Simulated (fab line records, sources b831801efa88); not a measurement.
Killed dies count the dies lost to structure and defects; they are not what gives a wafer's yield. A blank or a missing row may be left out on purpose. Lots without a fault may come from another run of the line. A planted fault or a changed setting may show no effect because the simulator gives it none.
Which tool is to blame? || flow gf180mcu || 13 lots, 39 wafers sampled, at 5 steps of a route of 602

## WHAT THE GAUGES READ, wafer by wafer
GF_V4_THK_MEAS_25: measures by xrf.
{"lot": "L811", "measured": "day 24 23:41", "on": "film metro-01", "V4_W_THK (nm)": "345 346 351"}
{"lot": "L812", "measured": "day 25 09:23", "on": "film metro-03", "V4_W_THK (nm)": "350 360 348"}
{"lot": "L817", "measured": "day 26 17:20", "on": "film metro-01", "V4_W_THK (nm)": "350 345 343"}
{"lot": "L818", "measured": "day 27 04:44", "on": "film metro-01", "V4_W_THK (nm)": "349 347 345"}
{"lot": "L822", "measured": "day 28 09:28", "on": "film metro-04", "V4_W_THK (nm)": "356 358 362"}
{"lot": "L825", "measured": "day 29 05:54", "on": "film metro-03", "V4_W_THK (nm)": "355 354 350"}
{"lot": "L826", "measured": "day 29 13:33", "on": "film metro-03", "V4_W_THK (nm)": "349 350 349"}
{"lot": "L827", "measured": "day 29 23:56", "on": "film metro-01", "V4_W_THK (nm)": "338 341 340"}
{"lot": "L828", "measured": "day 30 07:04", "on": "film metro-04", "V4_W_THK (nm)": "361 364 354"}
{"lot": "L829", "measured": "day 30 09:53", "on": "film metro-01", "V4_W_THK (nm)": "344 349 347"}
{"lot": "L830", "measured": "day 30 14:41", "on": "film metro-03", "V4_W_THK (nm)": "352 359 355"}
{"lot": "L831", "measured": "day 31 02:50", "on": "film metro-04", "V4_W_THK (nm)": "354 354 358"}
{"lot": "L832", "measured": "day 31 03:55", "on": "film metro-01", "V4_W_THK (nm)": "347 352 355"}

GF_V5_THK_MEAS_03.
{"lot": "L811", "measured": "day 26 19:16", "on": "film metro-03", "V5_CVD_02_THK (nm)": "1444 1454 1441"}
{"lot": "L812", "measured": "day 27 04:55", "on": "film metro-02", "V5_CVD_02_THK (nm)": "1453 1432 1461"}
{"lot": "L817", "measured": "day 28 11:17", "on": "film metro-02", "V5_CVD_02_THK (nm)": "1039 1075 1046"}
{"lot": "L818", "measured": "day 28 22:05", "on": "film metro-03", "V5_CVD_02_THK (nm)": "1065 1056 1079"}
{"lot": "L822", "measured": "day 30 03:16", "on": "film metro-03", "V5_CVD_02_THK (nm)": "1423 1430 1423"}
{"lot": "L825", "measured": "day 30 21:58", "on": "film metro-01", "V5_CVD_02_THK (nm)": "1422 1496 1450"}
{"lot": "L826", "measured": "day 31 04:36", "on": "film metro-01", "V5_CVD_02_THK (nm)": "1430 1481 1440"}
{"lot": "L827", "measured": "day 31 13:20", "on": "film metro-02", "V5_CVD_02_THK (nm)": "1430 1456 1433"}
{"lot": "L828", "measured": "day 31 20:26", "on": "film metro-01", "V5_CVD_02_THK (nm)": "1433 1441 1461"}
{"lot": "L829", "measured": "day 31 23:44", "on": "film metro-03", "V5_CVD_02_THK (nm)": "1418 1459 1434"}
{"lot": "L830", "measured": "day 32 03:48", "on": "film metro-01", "V5_CVD_02_THK (nm)": "1442 1462 1447"}
{"lot": "L831", "measured": "day 32 15:22", "on": "film metro-02", "V5_CVD_02_THK (nm)": "1444 1430 1447"}
{"lot": "L832", "measured": "day 32 15:34", "on": "film metro-01", "V5_CVD_02_THK (nm)": "1446 1468 1479"}

## WHAT TOOL EACH LOT RAN ON (gives the tool, then ch and the chambers of the sampled wafers, and finally the start)
{"lot": "L811", "GF_MIM_SPUTTER_01": "pvd sputter-01, day 25 00:09", "GF_M5_METAL_ETCH_10": "rie metal-04 ch 0,1, day 26 18:22", "GF_V5_CVD_02": "pecvd-04 ch 0,1,2, day 26 19:10"}
{"lot": "L812", "GF_MIM_SPUTTER_01": "pvd sputter-03, day 25 09:51", "GF_M5_METAL_ETCH_10": "rie metal-04 ch 0,1, day 27 04:02", "GF_V5_CVD_02": "pecvd-04 ch 0,2, day 27 04:48"}
{"lot": "L817", "GF_MIM_SPUTTER_01": "pvd sputter-03, day 26 17:47", "GF_M5_METAL_ETCH_10": "rie metal-04 ch 0,1, day 28 10:19", "GF_V5_CVD_02": "pecvd-04 ch 1,2, day 28 11:07"}
{"lot": "L818", "GF_MIM_SPUTTER_01": "pvd sputter-04, day 27 05:10", "GF_M5_METAL_ETCH_10": "rie metal-03 ch 0,1, day 28 21:14", "GF_V5_CVD_02": "pecvd-04 ch 0,1, day 28 21:57"}
{"lot": "L822", "GF_MIM_SPUTTER_01": "pvd sputter-01, day 28 09:56", "GF_M5_METAL_ETCH_10": "rie metal-02 ch 0,1, day 30 02:22", "GF_V5_CVD_02": "pecvd-03 ch 0,2, day 30 03:10"}
{"lot": "L825", "GF_MIM_SPUTTER_01": "pvd sputter-03, day 29 06:22", "GF_M5_METAL_ETCH_10": "rie metal-02 ch 0,1, day 30 21:05", "GF_V5_CVD_02": "pecvd-02 ch 0,1, day 30 21:51"}
{"lot": "L826", "GF_MIM_SPUTTER_01": "pvd sputter-03, day 29 14:00", "GF_M5_METAL_ETCH_10": "rie metal-03 ch 0,1, day 31 03:41", "GF_V5_CVD_02": "pecvd-02 ch 0,1,2, day 31 04:29"}
{"lot": "L827", "GF_MIM_SPUTTER_01": "pvd sputter-04, day 30 00:23", "GF_M5_METAL_ETCH_10": "rie metal-02 ch 1, day 31 12:20", "GF_V5_CVD_02": "pecvd-03 ch 0,1, day 31 13:14"}
{"lot": "L828", "GF_MIM_SPUTTER_01": "pvd sputter-04, day 30 07:31", "GF_M5_METAL_ETCH_10": "rie metal-04 ch 0,1, day 31 19:34", "GF_V5_CVD_02": "pecvd-04 ch 0,1,2, day 31 20:20"}
{"lot": "L829", "GF_MIM_SPUTTER_01": "pvd sputter-01, day 30 10:20", "GF_M5_METAL_ETCH_10": "rie metal-04 ch 0,1, day 31 22:52", "GF_V5_CVD_02": "pecvd-03 ch 0,1,2, day 31 23:38"}
{"lot": "L830", "GF_MIM_SPUTTER_01": "pvd sputter-01, day 30 15:08", "GF_M5_METAL_ETCH_10": "rie metal-04 ch 0,1, day 32 02:53", "GF_V5_CVD_02": "pecvd-02 ch 0,1,2, day 32 03:41"}
{"lot": "L831", "GF_MIM_SPUTTER_01": "pvd sputter-01, day 31 03:16", "GF_M5_METAL_ETCH_10": "rie metal-03 ch 0,1, day 32 14:23", "GF_V5_CVD_02": "pecvd-03 ch 0,2, day 32 15:14"}
{"lot": "L832", "GF_MIM_SPUTTER_01": "pvd sputter-04, day 31 04:22", "GF_M5_METAL_ETCH_10": "rie metal-02 ch 1, day 32 14:40", "GF_V5_CVD_02": "pecvd-04 ch 0,1, day 32 15:27"}
- GF_MIM_SPUTTER_01: material TiN, target thk 30 nm, time 25 s.
- GF_M5_METAL_ETCH_10: etches the open film in Cl2/BCl3, stops on SiO2, target depth 750.8 nm, time 125.1 s.
- GF_V5_CVD_02: deposits SiO2 from TEOS, target thk 1450 nm, time 163.28 s.

## AS READ BY THE TOOLS THEMSELVES (means over the sampled wafers that have a number; for cases with no such wafer, the mark the record gives instead)
GF_MIM_SPUTTER_01.
{"lot": "L811", "tool": "pvd sputter-01", "throttle valve pct (%)": 31.1}
{"lot": "L812", "tool": "pvd sputter-03", "throttle valve pct (%)": 30.3}
{"lot": "L817", "tool": "pvd sputter-03", "throttle valve pct (%)": 30.0}
{"lot": "L818", "tool": "pvd sputter-04", "throttle valve pct (%)": 30.2}
{"lot": "L822", "tool": "pvd sputter-01", "throttle valve pct (%)": 30.6}
{"lot": "L825", "tool": "pvd sputter-03", "throttle valve pct (%)": 30.6}
{"lot": "L826", "tool": "pvd sputter-03", "throttle valve pct (%)": 30.0}
{"lot": "L827", "tool": "pvd sputter-04", "throttle valve pct (%)": 30.6}
{"lot": "L828", "tool": "pvd sputter-04", "throttle valve pct (%)": 31.3}
{"lot": "L829", "tool": "pvd sputter-01", "throttle valve pct (%)": 30.6}
{"lot": "L830", "tool": "pvd sputter-01", "throttle valve pct (%)": 31.6}
{"lot": "L831", "tool": "pvd sputter-01", "throttle valve pct (%)": 31.3}
{"lot": "L832", "tool": "pvd sputter-04", "throttle valve pct (%)": 30.4}

GF_M5_METAL_ETCH_10.
{"lot": "L811", "tool": "rie metal-04", "bias w (W)": 140.0, "drypump motor current A (A)": 5.17, "oes product au (a.u.)": 0.986, "throttle valve pct (%)": 28.245}
{"lot": "L812", "tool": "rie metal-04", "bias w (W)": 139.9, "drypump motor current A (A)": 5.41, "oes product au (a.u.)": 0.982, "throttle valve pct (%)": 28.238}
{"lot": "L817", "tool": "rie metal-04", "bias w (W)": 140.3, "drypump motor current A (A)": 5.40, "oes product au (a.u.)": 0.983, "throttle valve pct (%)": 28.229}
{"lot": "L818", "tool": "rie metal-03", "bias w (W)": 139.8, "drypump motor current A (A)": 5.56, "oes product au (a.u.)": 0.987, "throttle valve pct (%)": 28.233}
{"lot": "L822", "tool": "rie metal-02", "bias w (W)": 140.1, "drypump motor current A (A)": 5.37, "oes product au (a.u.)": 0.995, "throttle valve pct (%)": 28.231}
{"lot": "L825", "tool": "rie metal-02", "bias w (W)": 139.9, "drypump motor current A (A)": 5.48, "oes product au (a.u.)": 0.994, "throttle valve pct (%)": 28.227}
{"lot": "L826", "tool": "rie metal-03", "bias w (W)": 139.9, "drypump motor current A (A)": 5.43, "oes product au (a.u.)": 0.991, "throttle valve pct (%)": 28.229}
{"lot": "L827", "tool": "rie metal-02", "bias w (W)": 139.7, "drypump motor current A (A)": 5.56, "oes product au (a.u.)": 0.996, "throttle valve pct (%)": 28.228}
{"lot": "L828", "tool": "rie metal-04", "bias w (W)": 139.9, "drypump motor current A (A)": 5.39, "oes product au (a.u.)": 0.989, "throttle valve pct (%)": 28.229}
{"lot": "L829", "tool": "rie metal-04", "bias w (W)": 140.0, "drypump motor current A (A)": 5.15, "oes product au (a.u.)": 0.992, "throttle valve pct (%)": 28.239}
{"lot": "L830", "tool": "rie metal-04", "bias w (W)": 140.0, "drypump motor current A (A)": 5.18, "oes product au (a.u.)": 0.990, "throttle valve pct (%)": 28.232}
{"lot": "L831", "tool": "rie metal-03", "bias w (W)": 140.4, "drypump motor current A (A)": 5.43, "oes product au (a.u.)": 0.992, "throttle valve pct (%)": 28.227}
{"lot": "L832", "tool": "rie metal-02", "bias w (W)": 139.9, "drypump motor current A (A)": 5.56, "oes product au (a.u.)": 0.989, "throttle valve pct (%)": 28.218}

GF_V5_CVD_02.
{"lot": "L811", "tool": "pecvd-04", "heater power outer w (W)": 418, "heater power w (W)": 704}
{"lot": "L812", "tool": "pecvd-04", "heater power outer w (W)": 410, "heater power w (W)": 700}
{"lot": "L817", "tool": "pecvd-04", "heater power outer w (W)": 419, "heater power w (W)": 669}
{"lot": "L818", "tool": "pecvd-04", "heater power outer w (W)": 426, "heater power w (W)": 701}
{"lot": "L822", "tool": "pecvd-03", "heater power outer w (W)": 409, "heater power w (W)": 750}
{"lot": "L825", "tool": "pecvd-02", "heater power outer w (W)": 334, "heater power w (W)": 606}
{"lot": "L826", "tool": "pecvd-02", "heater power outer w (W)": 340, "heater power w (W)": 613}
{"lot": "L827", "tool": "pecvd-03", "heater power outer w (W)": 287, "heater power w (W)": 566}
{"lot": "L828", "tool": "pecvd-04", "heater power outer w (W)": 398, "heater power w (W)": 662}
{"lot": "L829", "tool": "pecvd-03", "heater power outer w (W)": 346, "heater power w (W)": 650}
{"lot": "L830", "tool": "pecvd-02", "heater power outer w (W)": 372, "heater power w (W)": 654}
{"lot": "L831", "tool": "pecvd-03", "heater power outer w (W)": 347, "heater power w (W)": 685}
{"lot": "L832", "tool": "pecvd-04", "heater power outer w (W)": 378, "heater power w (W)": 648}

## THE ANSWER, worked out from the rows above alone
Rule: usual is defined by the lots themselves. Put in order of their means at a reading, lots are off if they are a third of the lots or fewer, leave a main group of 4 or more, and stand apart from it by a gap of 3 or more times the standard deviation of the main group's means; of several such gaps the widest counts. A main group whose means are all the same, to the digits that the tables above print for the reading, isn't used. Also off: a lot with no number at a reading for which 4 or more lots have one. All remaining lots with rows at the step are treated as sound. After the gauges, taken in route order, come the tools' own readings; for these a lot's mean is taken, as printed above. The first step at which some lot is off is used, and at that step the reading that is off furthest; a lot without a number counts as furthest.
Off: L817, L818, seen at GF_V5_THK_MEAS_03 (V5_CVD_02_THK). The main group: mean 1446 nm, standard deviation 9.8.
If a tool, at a process step before that reading, ran all the lots that are off and no sound lot after the first of them, it fits. The gauges at GF_V5_THK_MEAS_03 are tried like those tools. None of those tried fits.

## WHAT THE SIMULATOR PUT IN
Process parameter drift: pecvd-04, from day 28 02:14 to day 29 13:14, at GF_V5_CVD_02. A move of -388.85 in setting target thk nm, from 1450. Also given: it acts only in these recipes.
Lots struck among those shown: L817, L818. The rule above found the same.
